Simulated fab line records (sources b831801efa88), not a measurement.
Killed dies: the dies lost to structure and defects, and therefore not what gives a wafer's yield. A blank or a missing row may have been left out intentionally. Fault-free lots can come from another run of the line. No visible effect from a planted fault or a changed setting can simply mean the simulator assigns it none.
fab line records -- flow sky130
record lots=6, wafers=18, lastDay=50
route steps=708 shown POLY_CUT@309 SD_P@320 PAD_OPEN@708
lots that met no fault: from a run of the same line without faults
startH: hours from the record's opening day to when the first of the lot's shown wafers began -- waitH: time in hours since the lot's previous step -- " unchanged from the row above -- L1.1+2: a row that stands for several wafers -- - value missing, or start not given -- * or withheld: withheld -- < > ~ a bound
route shown NAME@n: NAME is a module with steps in the file, n the number in the route of the first one -- usual: the fault-free wafers' mean and standard deviation -- same: alike in all rows -- chamber/n: place in a boat -- sites: readings site by site -- _std_site: standard deviation across them -- _edge_site: the outer-site mean with the inner-site mean subtracted -- radiusMm: how far each site lies from the wafer's centre -- mask NAME#n: copy n -- behind: tool/chamber where the wafer was last shaped -- hold: reason for holding the lot/hours on hold/outcome of the hold -- device: the n, p or np transistor that did not switch -- end of line: the tests these same wafers got at the end of their route -- a step given without rows: its recipe and nothing more -- killed: dies that structure and defects cost at the first sort, which is not the same as the wafer's yield -- map: dies across one wafer; x = killed, . = not, _ = none there
set.NAME: the run value of the setting; set.NAME@STEP: its run value at that earlier step -- model.NAME: the simulator's own value behind a step, which no gauge read
lots at some steps of the route; a table a step, a row a wafer
services: the hour from which a tool's chamber was out of use, counted from the record's first day as startH (under 0 if before that day), plus the number of hours and why
## steps
# step SKY_POLY_CUT_COAT_02
# recipe resist=BARC, tempC=withheld, timeS=withheld, spinRpm=3000, resistThkNm=60
# step SKY_POLY_CUT_COAT_03
# recipe resist=KrF-thick, spinRpm=3000, resistThkNm=450
# step SKY_POLY_CUT_SOFTBAKE_04
# recipe tempC=100, timeS=90, resist=KrF-thick
# step SKY_POLY_CUT_EXPOSE_05
# recipe maskId=NPCM, na=0.8, sourceShape=annular, sigmaInner=0.55, sigmaOuter=0.85, targetCdNm=270, doseMj=32
# step SKY_POLY_CUT_PEB_06
# recipe pebTempC=withheld, pebTimeS=withheld, resist=KrF-thick
# step SKY_POLY_CUT_DEVELOP_07
# recipe developTimeS=60, resist=KrF-thick, devTempC=21
# step SKY_POLY_CUT_CD_MEAS_08
# recipe targetCdNm=270
# usual cdNm=269.8/1.4
lot.wafer,tool,chamber,startH,waitH,cdNm
L512.2,cdSem-01,-,559.11,-,270.2
L512.3,cdSem-01,-,559.11,-,270.5
L512.5,cdSem-01,-,559.11,-,271.5
L519.2,cdSem-01,-,631.17,-,268.9
L519.3,cdSem-01,-,631.17,-,268.4
L519.6,cdSem-01,-,631.17,-,268.6
L520.1,cdSem-01,-,643.67,-,268.8
L520.2,cdSem-01,-,643.67,-,268.8
L520.6,cdSem-01,-,643.67,-,269.6
L532.1,cdSem-02,-,727.45,-,269.7
L532.3,cdSem-02,-,727.45,-,270.2
L532.6,cdSem-02,-,727.45,-,270.5
L531.2,cdSem-02,-,730.17,-,270.4
L531.5,cdSem-02,-,730.17,-,271.2
L531.6,cdSem-02,-,730.17,-,270.4
L533.3,cdSem-02,-,734.10,-,271.0
L533.5,cdSem-02,-,734.10,-,270.7
L533.6,cdSem-02,-,734.10,-,270.9
# step SKY_POLY_CUT_OVL_MEAS_09
# usual POLY_CUT_OVL=7/4.7
lot.wafer,tool,chamber,startH,waitH,POLY_CUT_OVL[nm]
L512.2,overlay-01,-,559.22,0.1,5
L512.3,overlay-01,-,559.22,0.1,7
L512.5,overlay-01,-,559.22,0.1,7
L519.2,overlay-02,-,631.27,0.1,16
L519.3,overlay-02,-,631.27,0.1,10
L519.6,overlay-02,-,631.27,0.1,4
L520.1,overlay-01,-,643.79,0.1,0
L520.2,overlay-01,-,643.79,0.1,-4
L520.6,overlay-01,-,643.79,0.1,0
L532.1,overlay-02,-,727.57,0.1,5
L532.3,overlay-02,-,727.57,0.1,8
L532.6,overlay-02,-,727.57,0.1,9
L531.2,overlay-02,-,730.27,0.1,-3
L531.5,overlay-02,-,730.27,0.1,10
L531.6,overlay-02,-,730.27,0.1,10
L533.3,overlay-01,-,734.19,0.1,14
L533.5,overlay-01,-,734.19,0.1,9
L533.6,overlay-01,-,734.19,0.1,9
# step SKY_POLY_CUT_ETCH_10
# recipe chemistry=N2/H2, target=BARC, ionEnergyEv=200, sourceW=500, biasW=100, pressureMtorr=30, n2FlowSccm=100, h2FlowSccm=200, stopOn=SiO2, timeS=45.9, targetDepthA=600
# usual drypumpMotorCurrentA=5.70/0.3, oesProductAu=0.855/0.0045, throttleValvePct=13.224/0.01
lot.wafer,tool,chamber,startH,waitH,drypumpMotorCurrentA,oesProductAu,rfHoursCounterH,throttleValvePct
L512.2,rieDiel-02,1,559.25,0.0,5.37,0.856,7,13.213
L512.3,rieDiel-02,0,559.25,0.0,5.96,0.855,44,13.216
L512.5,rieDiel-02,1,559.25,0.0,5.38,0.856,-,13.232
L519.2,rieDiel-04,1,631.30,0.0,5.40,0.859,5,13.214
L519.3,rieDiel-04,3,631.30,0.0,5.63,0.858,54,13.215
L519.6,rieDiel-04,1,631.30,0.0,5.41,0.853,-,13.216
L520.1,rieDiel-01,3,643.82,0.0,5.39,0.856,3,13.222
L520.2,rieDiel-01,2,643.82,0.0,5.98,0.852,3,13.217
L520.6,rieDiel-01,1,643.82,0.0,5.74,0.852,-,13.222
L532.1,rieDiel-04,1,727.60,0.0,5.40,0.857,8,13.216
L532.3,rieDiel-04,3,727.60,0.0,5.63,0.852,0,13.215
L532.6,rieDiel-04,0,727.60,0.0,6.32,0.861,-,13.221
L531.2,rieDiel-01,0,730.30,0.0,5.48,0.842,2,13.206
L531.5,rieDiel-01,1,730.30,0.0,5.76,0.848,-,13.233
L531.6,rieDiel-01,2,730.30,0.0,5.92,0.860,-,13.222
L533.3,rieDiel-01,2,734.22,0.0,5.97,0.848,5,13.223
L533.5,rieDiel-01,1,734.22,0.0,5.73,0.846,-,13.240
L533.6,rieDiel-01,2,734.22,0.0,5.96,0.854,-,13.230
# step SKY_POLY_CUT_ETCH_11
# recipe target=Si3N4, chemistry=CF4/CH2F2/Ar, stopOn=poly-Si, sourceW=612.8, biasW=150, pressureMtorr=40, cf4FlowSccm=40, ch2f2FlowSccm=20, Ar_flow_sccm=150, timeS=42.5, targetDepthA=600
# usual cf4FlowSccm=40.01/0.12, drypumpMotorCurrentA=5.70/0.3, oesProductAu=0.829/0.0069, throttleValvePct=14.995/0.009
lot.wafer,tool,chamber,startH,waitH,cf4FlowSccm,drypumpMotorCurrentA,oesProductAu,rfHoursCounterH,throttleValvePct
L512.2,rieDiel-02,1,559.29,0.0,39.91,5.38,0.821,7,14.999
L512.3,rieDiel-02,0,559.29,0.0,39.83,5.96,0.820,44,14.989
L512.5,rieDiel-02,1,559.29,0.0,40.31,5.39,0.823,-,14.987
L519.2,rieDiel-04,1,631.35,0.0,39.98,5.41,0.844,5,15.010
L519.3,rieDiel-04,3,631.35,0.0,39.90,5.66,0.839,54,14.982
L519.6,rieDiel-04,1,631.35,0.0,40.10,5.41,0.834,-,15.002
L520.1,rieDiel-01,3,643.86,0.0,40.01,5.36,0.829,3,14.990
L520.2,rieDiel-01,2,643.86,0.0,39.94,5.96,0.821,3,15.002
L520.6,rieDiel-01,1,643.86,0.0,39.92,5.72,0.827,-,14.982
L532.1,rieDiel-04,1,727.64,0.0,40.11,5.40,0.832,8,14.997
L532.3,rieDiel-04,3,727.64,0.0,39.70,5.64,0.835,0,14.984
L532.6,rieDiel-04,0,727.64,0.0,40.17,6.34,0.831,-,14.998
L531.2,rieDiel-01,0,730.34,0.0,39.81,5.48,0.837,2,15.008
L531.5,rieDiel-01,1,730.34,0.0,40.20,5.74,0.832,-,15.006
L531.6,rieDiel-01,2,730.34,0.0,39.98,5.94,0.839,-,14.991
L533.3,rieDiel-01,2,734.26,0.0,40.08,5.99,0.827,5,14.990
L533.5,rieDiel-01,1,734.26,0.0,40.05,5.75,0.835,-,15.003
L533.6,rieDiel-01,2,734.26,0.0,40.01,6.00,0.832,-,15.009
# step SKY_POLY_CUT_STRIP_12
# recipe chemistry=O2/N2, powerW=1400, pressureMtorr=1500, platenTempC=withheld, o2FlowSccm=3000, n2FlowSccm=300, overashFraction=0.5
# usual drypumpMotorCurrentA=5.9/0.34, oesProductAu=0.452/0.0046, stripTimeToEndpointS=5.356/0.017
lot.wafer,tool,chamber,startH,waitH,drypumpMotorCurrentA,oesProductAu,rfHoursCounterH,stripTimeToEndpointS
L512.2,plasmaAsher-02,0,559.33,0.0,6.0,0.446,13,5.358
L512.3,plasmaAsher-02,1,559.33,0.0,5.6,0.449,-,5.369
L512.5,plasmaAsher-02,1,559.33,0.0,5.6,0.452,-,5.336
L519.2,plasmaAsher-03,1,631.39,0.0,6.1,0.453,87,5.366
L519.3,plasmaAsher-03,0,631.39,0.0,5.5,0.458,-,5.352
L519.6,plasmaAsher-03,0,631.39,0.0,5.5,0.450,-,5.352
L520.1,plasmaAsher-04,0,643.90,0.0,5.4,0.447,80,5.367
L520.2,plasmaAsher-04,1,643.90,0.0,6.4,0.451,80,5.365
L520.6,plasmaAsher-04,0,643.90,0.0,5.4,0.452,-,5.363
L532.1,plasmaAsher-03,0,727.68,0.0,5.5,0.462,96,5.346
L532.3,plasmaAsher-03,0,727.68,0.0,5.6,0.461,-,5.353
L532.6,plasmaAsher-03,0,727.68,0.0,5.5,0.457,-,5.370
L531.2,plasmaAsher-02,0,730.38,0.0,6.0,0.451,30,5.347
L531.5,plasmaAsher-02,1,730.38,0.0,5.6,0.458,-,5.321
L531.6,plasmaAsher-02,0,730.38,0.0,6.0,0.452,-,5.348
L533.3,plasmaAsher-02,1,734.33,0.1,5.6,0.451,-,5.343
L533.5,plasmaAsher-02,0,734.33,0.1,6.1,0.452,-,5.348
L533.6,plasmaAsher-02,1,734.33,0.1,5.6,0.459,-,5.344
# step SKY_SD_P_DEHYDRATE_00
# recipe tempC=200, timeS=60
# step SKY_SD_P_HMDS_01
# recipe primeTimeS=60, primeTempC=120
# usual primeTempC=120.00/0.12
lot.wafer,tool,chamber,startH,waitH,primeTempC
L512.2,lithoTrack-01,0,573.87,0.1,120.06
L512.3,lithoTrack-01,0,573.87,0.1,120.08
L512.5,lithoTrack-01,0,573.87,0.1,120.14
L519.2,lithoTrack-01,0,645.57,0.1,114.03
L519.3,lithoTrack-01,0,645.57,0.1,114.12
L519.6,lithoTrack-01,0,645.57,0.1,114.12
L520.1,lithoTrack-01,0,657.45,0.1,113.99
L520.2,lithoTrack-01,0,657.45,0.1,114.04
L520.6,lithoTrack-01,0,657.45,0.1,114.26
L532.1,lithoTrack-02,0,739.51,0.1,120.05
L532.3,lithoTrack-02,0,739.51,0.1,120.14
L532.6,lithoTrack-02,0,739.51,0.1,120.14
L531.2,lithoTrack-01,0,743.67,0.1,119.79
L531.5,lithoTrack-01,0,743.67,0.1,119.88
L531.6,lithoTrack-01,0,743.67,0.1,120.08
L533.3,lithoTrack-04,0,747.45,0.1,119.93
L533.5,lithoTrack-04,0,747.45,0.1,119.95
L533.6,lithoTrack-04,0,747.45,0.1,119.88
# step SKY_SD_P_COAT_02
# recipe resist=NOVOLAK, spinRpm=3000, resistThkNm=1140
# step SKY_PAD_OPEN_PROBE_99
# usual killed_at_M0_to_M3=44/7.2, killed_at_M4_up=3.1/1.8, killedAtContacts=25/5.2, killedAtFrontEnd=15/3.9, killedAtOther=0.2/0.5, killedDies=86/9.5, killedOnRim=17/3.5, killedOpen=47/7.3, killedShort=40/6
# same grossDies=492, killedAtBackSide=0
lot.wafer,tool,chamber,startH,waitH,killed_at_M0_to_M3,killed_at_M4_up,killedAtContacts,killedAtFrontEnd,killedAtOther,killedDies,killedOnRim,killedOpen,killedShort
L512.2,prober-02,-,1075.77,0.1,35,1,13,15,0,64,15,37,27
L512.3,prober-02,-,1075.82,0.2,43,5,22,13,0,83,13,40,43
L512.5,prober-02,-,1075.92,0.2,53,2,24,14,1,94,20,51,43
L519.2,prober-01,-,1126.04,0.1,49,3,27,12,0,91,14,52,39
L519.3,prober-01,-,1126.09,0.2,39,2,25,10,0,76,17,36,40
L519.6,prober-01,-,1126.24,0.2,36,5,29,14,1,85,21,45,40
L520.1,prober-02,-,1134.49,0.1,49,1,19,14,0,83,14,52,31
L520.2,prober-02,-,1134.54,0.1,49,2,15,10,0,76,15,38,38
L520.6,prober-02,-,1134.74,0.2,38,3,32,15,2,90,14,40,50
L532.1,prober-01,-,1184.06,0.1,52,1,16,15,0,84,12,49,35
L532.3,prober-01,-,1184.16,0.2,42,2,26,13,0,83,13,51,32
L532.6,prober-01,-,1184.31,0.2,48,2,31,16,0,97,21,49,48
L531.2,prober-02,-,1188.43,0.1,43,4,23,20,0,90,23,45,45
L531.5,prober-02,-,1188.58,0.2,30,2,22,19,0,73,19,34,39
L531.6,prober-02,-,1188.63,0.2,56,0,27,11,1,95,23,50,45
L533.3,prober-01,-,1193.67,0.2,36,4,24,14,0,78,19,43,35
L533.5,prober-01,-,1193.77,0.2,37,2,19,18,0,76,14,45,31
L533.6,prober-01,-,1193.82,0.2,56,8,16,16,0,96,19,44,52
# killed by level:class
L512.2 VIA1:geometricParticle:open=8 FIELD_ISO:geometricParticle:open=6 POLY_GATE:geometricParticle:open=5 CONTACT:geometricParticle:open=5 METAL2:geometricParticle:short=5 VIA3:geometricParticle:open=5 CONTACT:geometricParticle:short=4 VIA3:geometricParticle:short=4
L512.3 LI_CONTACT:geometricParticle:open=10 VIA1:geometricParticle:open=9 METAL3:geometricParticle:short=7 LOCAL_INTERCONNECT:geometricParticle:short=6 METAL2:geometricParticle:short=6 VIA3:geometricParticle:open=5 FIELD_ISO:geometricParticle:short=4 POLY_GATE:geometricParticle:open=4
L512.5 CONTACT:geometricParticle:open=9 VIA2:geometricParticle:open=9 VIA1:geometricParticle:open=9 LOCAL_INTERCONNECT:geometricParticle:short=6 METAL1:geometricParticle:short=6 VIA3:geometricParticle:open=6 VIA1:geometricParticle:short=5 METAL2:geometricParticle:open=5
L519.2 VIA1:geometricParticle:open=12 VIA2:geometricParticle:open=8 FIELD_ISO:geometricParticle:short=7 METAL1:geometricParticle:short=7 CONTACT:geometricParticle:open=7 LI_CONTACT:geometricParticle:open=6 CONTACT:geometricParticle:short=6 VIA3:geometricParticle:open=6
L519.3 CONTACT:geometricParticle:open=10 LOCAL_INTERCONNECT:geometricParticle:short=6 VIA1:geometricParticle:open=6 METAL2:geometricParticle:short=6 CONTACT:geometricParticle:short=5 METAL1:geometricParticle:open=5 VIA2:geometricParticle:open=4 METAL3:geometricParticle:short=4
L519.6 VIA1:geometricParticle:open=10 CONTACT:geometricParticle:open=9 FIELD_ISO:geometricParticle:short=8 CONTACT:geometricParticle:short=8 LI_CONTACT:geometricParticle:open=7 VIA3:geometricParticle:open=6 METAL3:geometricParticle:short=5 VIA2:geometricParticle:open=4
L520.1 VIA1:geometricParticle:open=9 LI_CONTACT:geometricParticle:open=7 METAL1:geometricParticle:short=7 VIA3:geometricParticle:open=7 VIA2:geometricParticle:open=7 POLY_GATE:geometricParticle:open=6 CONTACT:geometricParticle:open=6 LOCAL_INTERCONNECT:geometricParticle:short=4
L520.2 METAL2:geometricParticle:short=11 VIA2:geometricParticle:open=11 VIA1:geometricParticle:open=7 CONTACT:geometricParticle:open=6 METAL1:geometricParticle:short=5 VIA3:geometricParticle:open=4 FIELD_ISO:geometricParticle:short=3 LI_CONTACT:geometricParticle:open=3
L520.6 CONTACT:geometricParticle:short=10 METAL1:geometricParticle:short=9 CONTACT:geometricParticle:open=8 VIA1:geometricParticle:open=7 POLY_GATE:geometricParticle:open=6 LOCAL_INTERCONNECT:geometricParticle:short=6 METAL2:geometricParticle:short=5 FIELD_ISO:geometricParticle:open=4
L532.1 VIA3:geometricParticle:open=10 METAL2:geometricParticle:short=9 VIA1:geometricParticle:open=9 VIA1:geometricParticle:short=7 VIA2:geometricParticle:open=6 CONTACT:geometricParticle:open=6 SPACER:geometricParticle:open=4 LI_CONTACT:geometricParticle:open=4
L532.3 VIA1:geometricParticle:open=12 LI_CONTACT:geometricParticle:open=9 CONTACT:geometricParticle:open=8 VIA3:geometricParticle:open=7 VIA1:geometricParticle:short=6 METAL2:geometricParticle:short=6 LOCAL_INTERCONNECT:geometricParticle:short=4 CONTACT:geometricParticle:short=4
L532.6 LI_CONTACT:geometricParticle:open=10 VIA1:geometricParticle:open=10 VIA3:geometricParticle:open=9 LOCAL_INTERCONNECT:geometricParticle:short=8 CONTACT:geometricParticle:open=7 METAL1:geometricParticle:short=6 FIELD_ISO:geometricParticle:short=5 POLY_GATE:geometricParticle:short=5
L531.2 VIA1:geometricParticle:open=12 LI_CONTACT:geometricParticle:open=7 CONTACT:geometricParticle:open=6 METAL1:geometricParticle:short=6 FIELD_ISO:geometricParticle:short=5 CONTACT:geometricParticle:short=5 VIA3:geometricParticle:open=5 POLY_GATE:geometricParticle:short=4
L531.5 CONTACT:geometricParticle:open=7 LI_CONTACT:geometricParticle:open=6 METAL1:geometricParticle:short=6 LOCAL_INTERCONNECT:geometricParticle:short=5 VIA2:geometricParticle:open=5 POLY_GATE:geometricParticle:open=4 POLY_GATE:geometricParticle:short=4 VIA2:geometricParticle:short=4
L531.6 VIA2:geometricParticle:open=11 CONTACT:geometricParticle:short=7 CONTACT:geometricParticle:open=7 VIA1:geometricParticle:open=7 VIA1:geometricParticle:short=7 VIA3:geometricParticle:open=7 METAL1:geometricParticle:short=5 VIA2:geometricParticle:short=5
L533.3 VIA1:geometricParticle:open=13 CONTACT:geometricParticle:open=8 LI_CONTACT:geometricParticle:open=6 METAL1:geometricParticle:short=6 CONTACT:geometricParticle:short=6 FIELD_ISO:geometricParticle:short=5 POLY_GATE:geometricParticle:open=3 METAL2:geometricParticle:short=3
L533.5 VIA1:geometricParticle:open=12 FIELD_ISO:geometricParticle:short=7 VIA3:geometricParticle:open=6 VIA2:geometricParticle:open=5 LI_CONTACT:geometricParticle:open=5 CONTACT:geometricParticle:open=5 LOCAL_INTERCONNECT:geometricParticle:short=4 POLY_GATE:geometricParticle:open=3
L533.6 METAL2:geometricParticle:short=12 VIA1:geometricParticle:open=11 METAL1:geometricParticle:short=7 CONTACT:geometricParticle:open=7 METAL4:geometricParticle:short=7 FIELD_ISO:geometricParticle:short=5 VIA3:geometricParticle:open=5 VIA2:geometricParticle:open=5
## services
tool,chamber,startH,hours,kind
plasmaAsher-03,-,554.10,15.6,pm
rieDiel-04,0,578.15,-,clean
rieDiel-04,0,578.15,22.0,scheduledDown
rieDiel-04,0,578.15,22.0,ventCycle
rieDiel-01,0,588.44,-,clean
rieDiel-01,0,588.44,26.9,scheduledDown
rieDiel-01,0,588.44,26.9,ventCycle
plasmaAsher-02,-,597.75,2.9,repair
rieDiel-02,-,600.12,2.8,pm
rieDiel-02,0,635.52,4.0,repair
rieDiel-02,-,642.81,1.0,repair
rieDiel-01,2,664.67,3.1,repair
rieDiel-02,1,668.22,2.1,repair
rieDiel-01,2,670.30,10.7,repair
plasmaAsher-03,-,686.90,0.9,repair
plasmaAsher-02,-,691.95,2.8,pm
rieDiel-04,3,701.74,-,clean
rieDiel-04,3,701.74,20.2,scheduledDown
rieDiel-04,3,701.74,20.2,ventCycle
plasmaAsher-03,-,733.75,9.0,pm
plasmaAsher-03,0,733.75,9.0,ventCycle
plasmaAsher-03,1,733.75,9.0,ventCycle
plasmaAsher-03,0,742.75,-,clean
rieDiel-01,3,745.44,3.8,repair
## key
firstSign step=SKY_SD_P_HMDS_01, reading=primeTempC, direction=down, sigmas=47, usual=*, struck=*
effect none on later readings
metAt SKY_SD_P_HMDS_01
struckWafers L519.2,L519.3,L519.6,L520.1,L520.2,L520.6
testerLeftOut L519,L520
onsetBetween 573.87 645.57
fault kind=processParameterDrift, tool=lithoTrack-01, chamber=-, onsetH=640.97, steps=SKY_SD_P_HMDS_01, channel=primeTempC, offset=*, shape=step, endH=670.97, actsIn=*, stated=*
# testerLeftOut: of these lots the tester's yield and bins aren't shown, on N5 and GAA mostly nor the transistor test; their killed dies are dies lost to structure and defects alone, not to doping, threshold or leakage, so they don't give the yield
